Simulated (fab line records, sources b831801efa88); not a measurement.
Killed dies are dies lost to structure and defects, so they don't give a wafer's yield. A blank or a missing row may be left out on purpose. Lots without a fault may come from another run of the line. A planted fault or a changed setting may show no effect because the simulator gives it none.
Which tool did it? | flow gf180mcu | 24 lots, 72 wafers sampled, at 5 steps of a route of 602

WHAT THE GAUGES READ, wafer by wafer
GF_V3_THK_MEAS_25: measures by xrf. Usual: V3_W_THK 355 nm, standard deviation 6.8.
lot  | measured     | on            | V3_W_THK (nm) | flag
L074 | day 22 01:03 | film_metro-02 | 361 359 360   |
L075 | day 22 16:31 | film_metro-02 | 353 356 352   |
L076 | day 22 18:33 | film_metro-02 | 349 355 349   |
L077 | day 23 05:50 | film_metro-03 | 355 355 353   |
L078 | day 23 17:19 | film_metro-02 | 351 355 353   |
L079 | day 24 02:29 | film_metro-03 | 366 366 370   |
L080 | day 24 07:22 | film_metro-04 | 350 350 347   |
L081 | day 24 23:10 | film_metro-02 | 343 339 343   |
L082 | day 24 23:20 | film_metro-03 | 369 360 358   |
L083 | day 25 13:15 | film_metro-02 | 344 344 350   |
L084 | day 25 20:02 | film_metro-03 | 356 367 360   |
L085 | day 26 09:23 | film_metro-04 | 348 349 347   |
L086 | day 26 10:29 | film_metro-02 | 347 355 346   |
L087 | day 26 23:39 | film_metro-03 | 368 357 357   |
L088 | day 27 07:05 | film_metro-02 | 359 362 365   |
L089 | day 27 16:46 | film_metro-02 | 368 367 358   |
L090 | day 28 06:37 | film_metro-02 | 354 363 351   |
L091 | day 28 14:57 | film_metro-04 | 367 359 363   |
L092 | day 28 21:35 | film_metro-02 | 357 356 360   |
L093 | day 28 22:54 | film_metro-03 | 350 351 352   |
L094 | day 29 03:11 | film_metro-03 | 359 361 362   |
L095 | day 29 05:57 | film_metro-02 | 360 357 360   |
L096 | day 29 13:11 | film_metro-02 | 347 348 346   |
L097 | day 29 21:29 | film_metro-02 | 354 356 360   |

GF_TOP_METAL_OVL_MEAS_15. Usual: TOP_METAL_OVL -0.1 nm, standard deviation 1.4.
lot  | measured     | on         | TOP_METAL_OVL (nm) | flag
L074 | day 27 18:16 | overlay-02 | 0.2 0.3 -0.8       |
L075 | day 28 06:11 | overlay-01 | -2.0 -2.5 -1.9     |
L076 | day 28 08:40 | overlay-02 | 0.2 -1.5 -0.3      |
L077 | day 28 18:55 | overlay-01 | -0.1 -2.1 -0.6     |
L078 | day 29 03:10 | overlay-01 | -0.8 0.3 0.6       |
L079 | day 29 12:14 | overlay-02 | -0.6 -1.6 -0.7     |
L080 | day 29 16:23 | overlay-01 | 0.4 -0.1 -0.8      |
L081 | day 30 05:29 | overlay-02 | 2.7 1.2 1.7        |
L082 | day 30 07:05 | overlay-02 | -0.1 0.0 0.5       |
L083 | day 30 18:16 | overlay-01 | 0.4 -0.7 0.1       |
L084 | day 30 21:01 | overlay-02 | -1.0 -1.8 -1.1     |
L085 | day 31 10:37 | overlay-02 | -2.3 1.4 -0.2      |
L086 | day 31 10:55 | overlay-02 | 0.6 2.0 0.2        |
L087 | day 31 20:14 | overlay-01 | -0.1 -1.1 0.9      |
L088 | day 32 03:16 | overlay-01 | 0.5 -0.3 -0.5      |
L089 | day 32 11:53 | overlay-01 | 0.4 3.2 0.1        |
L090 | day 33 00:32 | overlay-01 | -0.4 -0.2 -0.7     |
L091 | day 33 07:44 | overlay-02 | -2.2 -2.9 -1.7     |
L092 | day 33 11:26 | overlay-01 | 1.4 1.8 2.7        |
L093 | day 33 12:58 | overlay-02 | 0.3 0.6 0.6        |
L094 | day 33 15:29 | overlay-01 | -0.3 -0.3 -0.8     |
L095 | day 33 22:40 | overlay-01 | -0.4 1.6 1.6       |
L096 | day 34 01:47 | overlay-01 | -0.7 -1.2 -1.4     |
L097 | day 34 08:40 | overlay-01 | 1.0 1.0 0.6        |

WHICH TOOL RAN EACH LOT (tool, then ch and the chambers of the sampled wafers, then the start)
lot  | GF_M1_STRIP_17                       | GF_M3_SPUTTER_00             | GF_MIM_SPUTTER_08
L074 | plasma_asher-02 ch 0,1, day 16 18:17 | pvd_sputter-04, day 19 22:19 | pvd_sputter-01, day 24 01:25
L075 | plasma_asher-04 ch 0,1, day 17 07:41 | pvd_sputter-04, day 20 13:35 | pvd_sputter-04, day 24 16:32
L076 | plasma_asher-03 ch 0,1, day 17 10:50 | pvd_sputter-04, day 20 16:50 | pvd_sputter-04, day 24 18:40
L077 | plasma_asher-03 ch 1, day 17 20:47   | pvd_sputter-01, day 21 03:44 | pvd_sputter-02, day 25 06:19
L078 | plasma_asher-03 ch 0,1, day 18 09:04 | pvd_sputter-02, day 21 16:17 | pvd_sputter-01, day 25 15:38
L079 | plasma_asher-04 ch 0,1, day 18 20:02 | pvd_sputter-02, day 22 02:40 | pvd_sputter-01, day 26 02:07
L080 | plasma_asher-04 ch 0,1, day 19 01:43 | pvd_sputter-04, day 22 07:56 | pvd_sputter-02, day 26 05:56
L081 | plasma_asher-03 ch 0,1, day 19 19:59 | pvd_sputter-02, day 23 00:40 | pvd_sputter-04, day 26 20:52
L082 | plasma_asher-02 ch 0,1, day 19 20:44 | pvd_sputter-02, day 23 02:08 | pvd_sputter-02, day 26 21:28
L083 | plasma_asher-02 ch 0,1, day 20 11:32 | pvd_sputter-01, day 23 14:43 | pvd_sputter-02, day 27 11:28
L084 | plasma_asher-03 ch 0, day 20 17:20   | pvd_sputter-02, day 23 21:35 | pvd_sputter-02, day 27 16:13
L085 | plasma_asher-03 ch 0,1, day 21 09:30 | pvd_sputter-02, day 24 11:57 | pvd_sputter-02, day 28 05:09
L086 | plasma_asher-02 ch 0,1, day 21 11:17 | pvd_sputter-02, day 24 12:58 | pvd_sputter-02, day 28 05:46
L087 | plasma_asher-03 ch 0,1, day 22 01:59 | pvd_sputter-01, day 25 03:19 | pvd_sputter-04, day 28 18:12
L088 | plasma_asher-04 ch 1, day 22 11:38   | pvd_sputter-01, day 25 10:41 | pvd_sputter-02, day 29 00:10
L089 | plasma_asher-03 ch 0,1, day 22 22:02 | pvd_sputter-01, day 25 21:07 | pvd_sputter-02, day 29 11:11
L090 | plasma_asher-04 ch 0,1, day 23 12:38 | pvd_sputter-04, day 26 11:11 | pvd_sputter-01, day 30 00:01
L091 | plasma_asher-03 ch 0,1, day 24 00:53 | pvd_sputter-04, day 26 22:06 | pvd_sputter-01, day 30 08:52
L092 | plasma_asher-04 ch 0, day 24 05:35   | pvd_sputter-02, day 27 03:04 | pvd_sputter-04, day 30 13:56
L093 | plasma_asher-04 ch 0,1, day 24 09:08 | pvd_sputter-04, day 27 06:00 | pvd_sputter-04, day 30 16:29
L094 | plasma_asher-03 ch 0,1, day 24 13:02 | pvd_sputter-01, day 27 09:52 | pvd_sputter-01, day 30 19:14
L095 | plasma_asher-02 ch 0,1, day 24 17:26 | pvd_sputter-04, day 27 13:05 | pvd_sputter-02, day 30 22:10
L096 | plasma_asher-03 ch 0,1, day 25 00:01 | pvd_sputter-02, day 27 20:40 | pvd_sputter-04, day 31 04:32
L097 | plasma_asher-03 ch 0,1, day 25 10:23 | pvd_sputter-04, day 28 05:03 | pvd_sputter-04, day 31 13:43
- GF_M1_STRIP_17: strips in O2/N2.
- GF_M3_SPUTTER_00: material Ti, target thk 37.5 nm, time 150 s.
- GF_MIM_SPUTTER_08: material AlCu, target thk 200 nm, time 10.6 s.

WHAT THE TOOLS THEMSELVES READ (means of the sampled wafers that have a number; where no wafer has one, the mark that the record gives instead)
GF_M1_STRIP_17. Usual: drypump_motor_current_A 5.9 A, standard deviation 0.35; heater_power_w 346 W, standard deviation 32; oes_product_au 0.531 a.u., standard deviation 0.0047; strip_time_to_endpoint_s 7.23 s, standard deviation 0.054.
lot  | tool            | drypump_motor_current_A (A) | heater_power_w (W) | oes_product_au (a.u.) | strip_time_to_endpoint_s (s) | flag
L074 | plasma_asher-02 | 6.0                         | 311                | 0.534                 | 7.22                         |
L075 | plasma_asher-04 | 6.1                         | 350                | 0.530                 | 7.19                         |
L076 | plasma_asher-03 | 5.6                         | 356                | 0.531                 | 7.29                         |
L077 | plasma_asher-03 | 6.1                         | 331                | 0.533                 | 7.28                         |
L078 | plasma_asher-03 | 5.6                         | 352                | 0.534                 | 7.23                         |
L079 | plasma_asher-04 | 6.2                         | 381                | 0.532                 | 7.24                         |
L080 | plasma_asher-04 | 6.2                         | 375                | 0.535                 | 7.24                         |
L081 | plasma_asher-03 | 5.5                         | 355                | 0.537                 | 7.34                         |
L082 | plasma_asher-02 | 6.0                         | 314                | 0.533                 | 7.20                         |
L083 | plasma_asher-02 | 6.0                         | 311                | 0.533                 | 7.27                         |
L084 | plasma_asher-03 | 5.3                         | 365                | 0.535                 | 7.30                         |
L085 | plasma_asher-03 | 5.6                         | 353                | 0.526                 | 7.20                         |
L086 | plasma_asher-02 | 6.0                         | 311                | 0.529                 | 7.24                         |
L087 | plasma_asher-03 | 5.6                         | 350                | 0.527                 | 7.11                         |
L088 | plasma_asher-04 | 6.0                         | 328                | 0.529                 | 7.19                         |
L089 | plasma_asher-03 | 5.6                         | 345                | 0.526                 | 7.21                         |
L090 | plasma_asher-04 | 6.1                         | 354                | 0.530                 | 7.20                         |
L091 | plasma_asher-03 | 5.6                         | 353                | 0.529                 | 7.18                         |
L092 | plasma_asher-04 | 6.3                         | 411                | 0.528                 | 7.24                         |
L093 | plasma_asher-04 | 6.2                         | 384                | 0.532                 | 7.27                         |
L094 | plasma_asher-03 | 5.6                         | 351                | 0.530                 | 7.20                         |
L095 | plasma_asher-02 | 6.0                         | 314                | 0.529                 | 7.17                         |
L096 | plasma_asher-03 | 5.8                         | 343                | 0.528                 | 7.27                         |
L097 | plasma_asher-03 | 5.8                         | 343                | 0.530                 | 7.26                         |

GF_M3_SPUTTER_00. Usual: throttle_valve_pct 29.3 %, standard deviation 1.1.
lot  | tool           | throttle_valve_pct (%) | flag
L074 | pvd_sputter-04 | 28.2                   |
L075 | pvd_sputter-04 | 28.1                   |
L076 | pvd_sputter-04 | 29.3                   |
L077 | pvd_sputter-01 | 29.4                   |
L078 | pvd_sputter-02 | 28.6                   |
L079 | pvd_sputter-02 | 28.9                   |
L080 | pvd_sputter-04 | 28.3                   |
L081 | pvd_sputter-02 | 28.9                   |
L082 | pvd_sputter-02 | 29.3                   |
L083 | pvd_sputter-01 | 29.4                   |
L084 | pvd_sputter-02 | 28.6                   |
L085 | pvd_sputter-02 | 28.7                   |
L086 | pvd_sputter-02 | 28.7                   |
L087 | pvd_sputter-01 | 29.4                   |
L088 | pvd_sputter-01 | 29.7                   |
L089 | pvd_sputter-01 | 30.8                   |
L090 | pvd_sputter-04 | 29.0                   |
L091 | pvd_sputter-04 | 30.3                   |
L092 | pvd_sputter-02 | 29.5                   |
L093 | pvd_sputter-04 | 28.1                   |
L094 | pvd_sputter-01 | 29.5                   |
L095 | pvd_sputter-04 | 28.4                   |
L096 | pvd_sputter-02 | 28.3                   |
L097 | pvd_sputter-04 | 30.1                   |

GF_MIM_SPUTTER_08. Usual: throttle_valve_pct 29.4 %, standard deviation 1.1.
lot  | tool           | throttle_valve_pct (%) | flag
L074 | pvd_sputter-01 | 30.0                   |
L075 | pvd_sputter-04 | 30.1                   |
L076 | pvd_sputter-04 | 29.0                   |
L077 | pvd_sputter-02 | 28.9                   |
L078 | pvd_sputter-01 | 30.1                   |
L079 | pvd_sputter-01 | 28.8                   |
L080 | pvd_sputter-02 | 29.0                   |
L081 | pvd_sputter-04 | 29.1                   |
L082 | pvd_sputter-02 | 29.6                   |
L083 | pvd_sputter-02 | 29.5                   |
L084 | pvd_sputter-02 | 29.9                   |
L085 | pvd_sputter-02 | 29.8                   |
L086 | pvd_sputter-02 | 29.5                   |
L087 | pvd_sputter-04 | 30.1                   |
L088 | pvd_sputter-02 | 28.9                   |
L089 | pvd_sputter-02 | 29.9                   |
L090 | pvd_sputter-01 | 30.0                   |
L091 | pvd_sputter-01 | 28.8                   |
L092 | pvd_sputter-04 | 28.3                   |
L093 | pvd_sputter-04 | 28.1                   |
L094 | pvd_sputter-01 | 30.2                   |
L095 | pvd_sputter-02 | 29.1                   |
L096 | pvd_sputter-04 | 28.9                   |
L097 | pvd_sputter-04 | 29.5                   |

THE ANSWER, worked out from the rows above alone
Rule: a lot is off if the mean of its wafers that have a number lies more than 3 standard deviations from the usual mean. A lot without any number at a reading at which 4 lots or more have one is off too. The other lots that the step has rows for count as sound. The gauges are gone through in route order, then the tools' own readings, and for those a lot's mean is taken as printed above. The first step at which some lot is off is used, and at that step the reading that is off furthest; a lot without a number counts as furthest.
No lot is off at any reading shown: from this, nothing can be told.

WHAT THE SIMULATOR HAD PUT IN
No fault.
